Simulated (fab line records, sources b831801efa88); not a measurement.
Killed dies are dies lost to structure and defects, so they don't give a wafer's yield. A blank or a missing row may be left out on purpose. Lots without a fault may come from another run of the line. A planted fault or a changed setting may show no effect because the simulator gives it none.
Chamber matching | flow gf180mcu | GF_CONTACT_CMP_04 on cmp-01: 4 sister chambers
The step polishes SiO2. 16 wafers are shown with their chamber, then 8 later ones without.

WAFERS WITH THEIR CHAMBER
wafer  | chamber | motor_current_A (A) | time_to_endpoint_s (s) | edge_zone_pressure_frac
L266.1 | 2       | 11.9                | 96                     | 1.010
L266.4 | 3       | 16.4                | 121                    | 1.000
L266.5 | 2       | 11.9                | 102                    | 1.009
L268.2 | 3       | 16.6                | 114                    | 0.994
L268.3 | 2       | 12.3                | 104                    | 0.997
L268.4 | 1       | 11.2                | 126                    | 0.998
L269.1 | 3       | 15.1                | 120                    | 0.995
L269.3 | 2       | 11.7                | 103                    | 1.007
L269.6 | 3       | 16.1                | 124                    | 1.000
L272.1 | 3       | 16.3                | 109                    | 1.005
L272.5 | 0       | 12.5                | 114                    | 0.994
L272.6 | 1       | 11.8                | 115                    | 1.000
L273.1 | 1       | 12.0                | 117                    | 0.997
L273.4 | 2       | 12.0                | 112                    | 1.003
L273.5 | 2       | 11.6                | 107                    | 0.998
L280.2 | 1       | 11.9                | 117                    | 1.000

SIGNATURES (means of the wafers above)
reading                 | chamber 0 | chamber 1 | chamber 2 | chamber 3 | scatter within a chamber
motor_current_A         | 12.500    | 11.725    | 11.900    | 16.100    | 0.415
time_to_endpoint_s      | 114.00    | 118.75    | 104.00    | 117.60    | 5.48
edge_zone_pressure_frac | 0.99400   | 0.99875   | 1.00400   | 0.99880   | 0.00449
Rule: a wafer's distance from a chamber is the root of the sum, over the readings, of the square of ((its reading less the chamber's mean) divided by the reading's scatter). The wafer belongs to the nearest chamber; if the next one is less than 2 further off, it can't be placed. The scatter: the root of (the sum of the squares of (reading less its chamber's mean) over the shown wafers, divided by (wafers less chambers)).

WAFERS WITHOUT THEIR CHAMBER
wafer  | motor_current_A (A) | time_to_endpoint_s (s) | edge_zone_pressure_frac
L280.3 | 11.5                | 104                    | 1.003
L280.5 | 12.0                | 106                    | 0.997
L282.1 | 16.0                | 116                    | 1.000
L282.2 | 11.5                | 107                    | 1.005
L282.3 | 12.1                | 112                    | 0.997
L283.3 | 11.9                | 102                    | 1.010
L283.4 | 11.9                | 107                    | 1.004
L283.6 | 12.3                | 125                    | 1.008

WHICH CHAMBER EACH WENT THROUGH
wafer  | from the rows above          | in truth
L280.3 | can't be placed: 2 or 1      | 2
L280.5 | can't be placed: 2 or 0 or 1 | 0
L282.1 | 3                            | 3
L282.2 | can't be placed: 2 or 1      | 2
L282.3 | can't be placed: 0 or 1 or 2 | 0
L283.3 | 2                            | 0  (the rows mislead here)
L283.4 | can't be placed: 2 or 1      | 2
L283.6 | can't be placed: 1 or 0 or 2 | 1
Placed correctly: 1 of 8. Can't be placed from these rows: 6 (the true chamber is among the candidates in 6). Placed wrongly: 1.
